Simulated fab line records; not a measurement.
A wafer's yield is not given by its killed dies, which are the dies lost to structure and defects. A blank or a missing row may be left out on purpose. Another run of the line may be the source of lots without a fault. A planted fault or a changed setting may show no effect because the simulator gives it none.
2 desks looking at one fault	flow gf180mcu	each desk holds nothing but its own numbers, with what lay behind them at the end

## THE METROLOGY DESK
Means of the sampled wafers that have a number, per lot and without regard to the tool the lot ran on: this is what the gauges read. A lot is out of limits, marked OUT, if its mean lies more than 4 standard deviations from the usual mean; the brackets give that distance.
Columns: A = HV_LDD_01_OVL at GF_HV_LDD_OVL_MEAS_20, usual 0.5 nm; B = PSD_OVL at GF_PSD_OVL_MEAS_08, usual -0.6 nm; C = NSD_RS at GF_PSD_RS_MEAS_14, usual 46.13 ohm/sq
lot	first seen here	A	B	C
L274	day 10 17:17	-1.2	-0.5	46.05
L276	day 11 13:31	-0.0	-0.4	46.08
L283	day 13 19:05	-2.2	-1.0	46.19
L285	day 14 05:36	0.1	-0.6	48.27 (+26) OUT
L287	day 14 18:38	-1.8	-0.5	48.09 (+24) OUT
L291	day 16 05:55	-1.4	-0.2	46.20
L292	day 16 08:14	0.5	-3.1	46.13
L293	day 16 16:46	0.1	-0.7	46.12
L294	day 17 01:40	2.2	0.2	46.17
L295	day 17 10:58	-0.7	-2.1	46.24
L296	day 17 14:23	1.0	0.3	46.13
L297	day 17 21:02	1.0	-2.0	46.21
Finding of this desk: L285, L287 out of limits, first seen on L285 at day 18 03:40 (NSD_RS at GF_PSD_RS_MEAS_14). L274, L276, L283, L291, L292, L293, L294, L295, L296, L297 stayed within limits.

## THE TOOL OWNER'S DESK: implanter-02
The tool's own readings at GF_NSD_IMPLANT_10, given as means over the sampled wafers that have a number, one for each lot that went through this tool. A lot is out of limits, marked OUT, if its mean lies more than 4 standard deviations from the usual mean; the brackets give that distance.
Columns: A = doseIonsCm2 at GF_NSD_IMPLANT_10, usual 5e+14; B = faradayCurrentUA at GF_NSD_IMPLANT_10, usual 2792
lot	first seen here	A	B
L285	day 17 04:16	3e+14 (-99 or more) OUT	1835 (-18) OUT
L287	day 17 18:26	3e+14 (-99 or more) OUT	1887 (-17) OUT
L297	day 21 00:43	5e+14	2834
This desk's verdict: out of limits on L285, L287, starting with L285 at day 17 04:16 (doseIonsCm2 at GF_NSD_IMPLANT_10). L297 stayed within limits.

## TAKEN TOGETHER
The tool owner's desk could have raised an alarm at day 17 04:16, on L285, L287.
An alarm was possible from the metrology desk at day 18 03:40, on L285, L287.
Every lot named ran GF_NSD_IMPLANT_10 on implanter-02.

## WHAT THE SIMULATOR PUT IN
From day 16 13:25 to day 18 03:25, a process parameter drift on implanter-02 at GF_NSD_IMPLANT_10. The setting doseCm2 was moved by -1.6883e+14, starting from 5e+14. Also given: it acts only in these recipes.
Lots struck among those shown: L285, L287.
Hours from the fault's start to each desk's first reading out of limits: the tool owner's desk, 15; the metrology desk, 38.
